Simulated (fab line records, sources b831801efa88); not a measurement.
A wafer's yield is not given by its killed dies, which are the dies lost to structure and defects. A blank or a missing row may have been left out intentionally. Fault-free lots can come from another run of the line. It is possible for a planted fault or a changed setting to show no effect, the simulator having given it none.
Which of the tools did it? + flow sfq-line + 15 lots, 45 wafers sampled, at 3 steps of a route of 325

== WHAT THE GAUGES READ, wafer by wafer ==
No reading from a measuring or inspecting step in the record can be judged against a usual standard deviation.

== WHAT TOOL EACH LOT RAN ON (gives the tool, then ch and the chambers of the sampled wafers, and finally the start) ==
| lot  | SFQ_TRILAYER_I3_CMP_CMP_082   | SFQ_TRILAYER_I3_METRO_MEASURE_083 | SFQ_TRILAYER_I3_VIA_ETCH_VIA_ETCH_088 |
|------|-------------------------------|-----------------------------------|---------------------------------------|
| L215 | cmp-01 ch 0,1,2, day 30 17:07 | film-metro-01, day 30 19:20       | rie-diel-01 ch 1,2,3, day 30 23:20    |
| L217 | cmp-02 ch 0,2,3, day 39 07:42 | film-metro-04, day 39 09:49       | rie-diel-03 ch 1,2,3, day 39 14:21    |
| L218 | cmp-02 ch 0,1,2, day 39 14:04 | film-metro-04, day 39 17:11       | rie-diel-04 ch 1,2,3, day 39 21:16    |
| L219 | cmp-02 ch 0,1,2, day 39 17:34 | film-metro-02, day 39 20:35       | rie-diel-04 ch 1,3, day 40 02:33      |
| L220 | cmp-02 ch 1,3, day 39 23:34   | film-metro-04, day 40 02:35       | rie-diel-03 ch 1,2, day 40 05:43      |
| L221 | cmp-02 ch 0,1,3, day 45 06:39 | film-metro-04, day 45 09:46       | rie-diel-03 ch 2,3, day 45 13:18      |
| L222 | cmp-01 ch 1,2, day 45 11:57   | film-metro-04, day 45 14:34       | rie-diel-01 ch 0,1,3, day 45 18:08    |
| L228 | cmp-02 ch 2,3, day 48 12:29   | film-metro-04, day 48 15:06       | rie-diel-01 ch 0,2,3, day 48 19:43    |
| L229 | cmp-02 ch 0,1, day 48 17:16   | film-metro-01, day 48 20:17       | rie-diel-03 ch 1,2,3, day 49 00:26    |
| L231 | cmp-02 ch 1,2,3, day 49 18:58 | film-metro-02, day 49 21:47       | rie-diel-03 ch 0,2,3, day 50 01:07    |
| L232 | cmp-01 ch 1,2, day 50 00:02   | film-metro-04, day 50 03:09       | rie-diel-04 ch 1,2,3, day 50 06:41    |
| L233 | cmp-02 ch 0,2,3, day 50 08:26 | film-metro-01, day 50 10:34       | rie-diel-03 ch 1,3, day 51 05:53      |
| L235 | cmp-02 ch 0,1,2, day 50 22:16 | film-metro-02, day 51 00:53       | rie-diel-01 ch 0,2,3, day 51 09:29    |
| L237 | cmp-02 ch 0,1,2, day 51 15:04 | film-metro-02, day 51 17:53       | rie-diel-01 ch 0,1,3, day 51 21:13    |
| L238 | cmp-02 ch 1,2,3, day 51 18:04 | film-metro-01, day 51 20:41       | rie-diel-03 ch 0,1,2, day 52 00:57    |
- SFQ_TRILAYER_I3_CMP_CMP_082: polishes SiO2.
- SFQ_TRILAYER_I3_METRO_MEASURE_083
- SFQ_TRILAYER_I3_VIA_ETCH_VIA_ETCH_088: etches SiO2 in CHF3, stops on Nb, target depth 260 nm.

== AS READ BY THE TOOLS THEMSELVES (means over the sampled wafers that have a number; for cases with no such wafer, the mark the record gives instead) ==
SFQ_TRILAYER_I3_CMP_CMP_082.
| lot  | tool   | motor-current-A (A) | slurry-flow-ml-min | time-to-endpoint-s (s) |
|------|--------|---------------------|--------------------|------------------------|
| L215 | cmp-01 | 8.8                 | 149.4              | 219                    |
| L217 | cmp-02 | 10.3                | 150.2              | 211                    |
| L218 | cmp-02 | 10.5                | 150.2              | 211                    |
| L219 | cmp-02 | 10.3                | 149.7              | 214                    |
| L220 | cmp-02 | 10.9                | 149.9              | 217                    |
| L221 | cmp-02 | 10.0                | 149.6              | 223                    |
| L222 | cmp-01 | 9.1                 | 150.5              | 215                    |
| L228 | cmp-02 | 11.0                | 150.0              | 221                    |
| L229 | cmp-02 | 9.3                 | 150.3              | 224                    |
| L231 | cmp-02 | 11.0                | 150.1              | 211                    |
| L232 | cmp-01 | 9.0                 | 150.2              | 223                    |
| L233 | cmp-02 | 10.1                | 150.2              | 215                    |
| L235 | cmp-02 | 10.5                | 149.7              | 218                    |
| L237 | cmp-02 | 10.4                | 149.7              | 207                    |
| L238 | cmp-02 | 11.1                | 150.3              | 209                    |

SFQ_TRILAYER_I3_METRO_MEASURE_083.
| lot  | tool          | thk-nm (nm) |
|------|---------------|-------------|
| L215 | film-metro-01 | 199.5       |
| L217 | film-metro-04 | 200.0       |
| L218 | film-metro-04 | 212.7       |
| L219 | film-metro-02 | 206.4       |
| L220 | film-metro-04 | 207.2       |
| L221 | film-metro-04 | 200.5       |
| L222 | film-metro-04 | 199.6       |
| L228 | film-metro-04 | 197.9       |
| L229 | film-metro-01 | 199.3       |
| L231 | film-metro-02 | 200.1       |
| L232 | film-metro-04 | 201.2       |
| L233 | film-metro-01 | 199.9       |
| L235 | film-metro-02 | 198.9       |
| L237 | film-metro-02 | 199.6       |
| L238 | film-metro-01 | 199.2       |

SFQ_TRILAYER_I3_VIA_ETCH_VIA_ETCH_088.
| lot  | tool        | drypump-motor-current-A (A) | oes-product-au (a.u.) |
|------|-------------|-----------------------------|-----------------------|
| L215 | rie-diel-01 | 5.6                         | 0.856                 |
| L217 | rie-diel-03 | 6.3                         | 0.857                 |
| L218 | rie-diel-04 | 5.4                         | 0.883                 |
| L219 | rie-diel-04 | 5.3                         | 0.872                 |
| L220 | rie-diel-03 | 6.5                         | 0.873                 |
| L221 | rie-diel-03 | 6.2                         | 0.861                 |
| L222 | rie-diel-01 | 5.5                         | 0.859                 |
| L228 | rie-diel-01 | 5.8                         | 0.852                 |
| L229 | rie-diel-03 | 6.3                         | 0.854                 |
| L231 | rie-diel-03 | 6.1                         | 0.855                 |
| L232 | rie-diel-04 | 5.3                         | 0.859                 |
| L233 | rie-diel-03 | 6.5                         | 0.855                 |
| L235 | rie-diel-01 | 5.8                         | 0.847                 |
| L237 | rie-diel-01 | 5.5                         | 0.854                 |
| L238 | rie-diel-03 | 6.4                         | 0.854                 |

== THE ANSWER, worked out from the rows above alone ==
Rule: what is usual is taken from the lots themselves. Put in order of their means at a reading, lots are off if they are a third of the lots or fewer, leave a main group of 4 or more, and stand apart from it by a gap of 3 or more times the standard deviation of the main group's means; of several such gaps the widest counts. If all means in a main group match to the digits the tables above print for the reading, that group is not used. Also off: a lot with no number at a reading for which 4 or more lots have one. Where the step has rows for the other lots, those lots are counted as sound. Order of review: gauges by route order, followed by the tools' own readings, for which a lot's mean as printed above is used. The first step at which some lot is off is used, and at that step the reading that is off furthest; a lot without a number counts as furthest.
Off: L218, L219, L220 (SFQ_TRILAYER_I3_METRO_MEASURE_083, thk-nm). Main group: mean 199.6 nm, sd 0.79.
A tool fits if, at that step or a process step before it, it ran every lot that is off, and no sound lot after the first of them. None of those tried fits.

== WHAT THE SIMULATOR HAD PUT IN ==
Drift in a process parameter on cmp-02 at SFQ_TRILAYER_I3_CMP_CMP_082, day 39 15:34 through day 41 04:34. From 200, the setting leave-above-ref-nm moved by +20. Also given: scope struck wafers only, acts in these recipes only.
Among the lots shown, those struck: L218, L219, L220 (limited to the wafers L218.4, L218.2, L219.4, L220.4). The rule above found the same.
